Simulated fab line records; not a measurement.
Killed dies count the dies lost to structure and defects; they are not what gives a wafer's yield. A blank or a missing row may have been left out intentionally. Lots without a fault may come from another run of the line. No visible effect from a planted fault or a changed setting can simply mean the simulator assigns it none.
Struck lot and sound lot, side by side | flow gf180mcu | 13 out of 602 route steps
Sound: the wafers L467.1, L467.2, L467.6. Wafers struck: L458.1, L458.2, L458.5. The cause is given at the end.
For every step that has rows: the tool of each side, followed by ch and its chambers, followed by its first start. Under that, the readings that differ: sound wafers | struck wafers | difference of the means | sigmas: that difference in standard deviations of wafers without a fault.
alike: readings with means less than 2 such deviations apart, plus words and numbers identical on both sides. not compared: withheld readings, readings lacking a value on some wafer, bounds such as >300 that could conceal the same value, and numbers that have no deviation in the record and whose values overlap.
Wherever a step has rows on one side only, a row that says differs or no value, or a row with sigmas, the two part there. Numbers that have no deviation but don't overlap get no sigmas and don't part them. Lack of a reading on every wafer of one side parts them only where that side has two or more wafers.

GF_V1_CD_MEAS_14: the cd target is 260 nm.
  sound: cd_sem-01 at day 24 08:34; struck: cd_sem-02 at day 21 06:28
  alike: cd_nm
GF_V1_OVL_MEAS_15:
  sound: overlay-01 at day 24 08:41; struck: overlay-01 at day 21 06:35
  alike: V1_OVL
GF_V1_ETCH_16: etches BARC in N2/H2.
  sound on rie_diel-03 ch 1,2,3, day 24 08:43; struck on rie_diel-02 ch 0,1, day 21 06:38
  alike: drypump_motor_current_A, oes_product_au, throttle_valve_pct
then, 1 step without rows for these wafers: GF_V1_ETCH_17 (etches SiO2 in C4F8/O2/Ar, stops on TiN, target depth 630 nm).
GF_V1_STRIP_18: strips in O2/N2.
  sound on plasma_asher-02 ch 0,1, day 24 08:50; struck on plasma_asher-02 ch 0,1, day 21 06:46
  alike: drypump_motor_current_A, heater_power_w, oes_product_au
  not compared: rf_hours_counter_h
then, 2 steps without rows for these wafers: GF_V1_STRIP_19 (strips in post etch residue remover, time 1200 s); GF_V1_CLEAN_20 (cleans in DIW).
GF_V1_SPUTTER_21: material Ti, target thk 15 nm, time 80.02 s.
  sound: pvd_sputter-03 at day 24 09:23; struck: pvd_sputter-04 at day 21 07:19
  alike: cathode_dc_power_W, substrate_temp_c, throttle_valve_pct
GF_V1_SPUTTER_22: material TiN, target thk 10 nm, time 40 s.
  sound: pvd_sputter-03 at day 24 09:26; struck: pvd_sputter-04 at day 21 07:22
  alike: cathode_dc_power_W, throttle_valve_pct
GF_V1_CVD_23: deposits W, target thk 350 nm, time 105.05 s.
  sound on cvd_w-02 ch 0,1, day 24 09:29; struck on cvd_w-02 ch 0,1, day 21 07:25
  alike: heater_power_outer_w, heater_power_w
GF_V1_RS_MEAS_24: measurement is done with a four-point probe.
  sound: film_metro-03 at day 24 09:35; struck: film_metro-03 at day 21 07:31
  alike: V1_W_RS
GF_V1_THK_MEAS_25: measures by xrf.
  sound: film_metro-03 at day 24 09:43; struck: film_metro-03 at day 21 07:38
  alike: V1_W_THK
GF_V1_CMP_26: polishes, stops on SiO2, t overpolish 15 s, target thk 0 nm.
  sound on cmp-02 ch 0,3, day 24 09:46; struck on cmp-01 ch 0,2,3, day 21 07:48
  no value came back on the struck wafers for any of 5 readings (edge_zone_pressure_frac, head_pressure_psi (psi) and others); on the sound wafers edge_zone_pressure_frac reads 0.995 0.995 1.003
  reading                             | sound             | struck            | difference | sigmas
  model.W_of_V1_CVD_23.thk_nm (nm)    | 0 0 0             | 349 350.7 351     | +350       |
  model.SiO2_of_V1_CVD_02.thk_nm (nm) | 627.5 626.8 626.7 | 632.6 632.8 632.2 | +5.5       |

== WHERE THEY PART ==
GF_V1_CMP_26 only, going by this record.

WHY: what had been put in by the simulator
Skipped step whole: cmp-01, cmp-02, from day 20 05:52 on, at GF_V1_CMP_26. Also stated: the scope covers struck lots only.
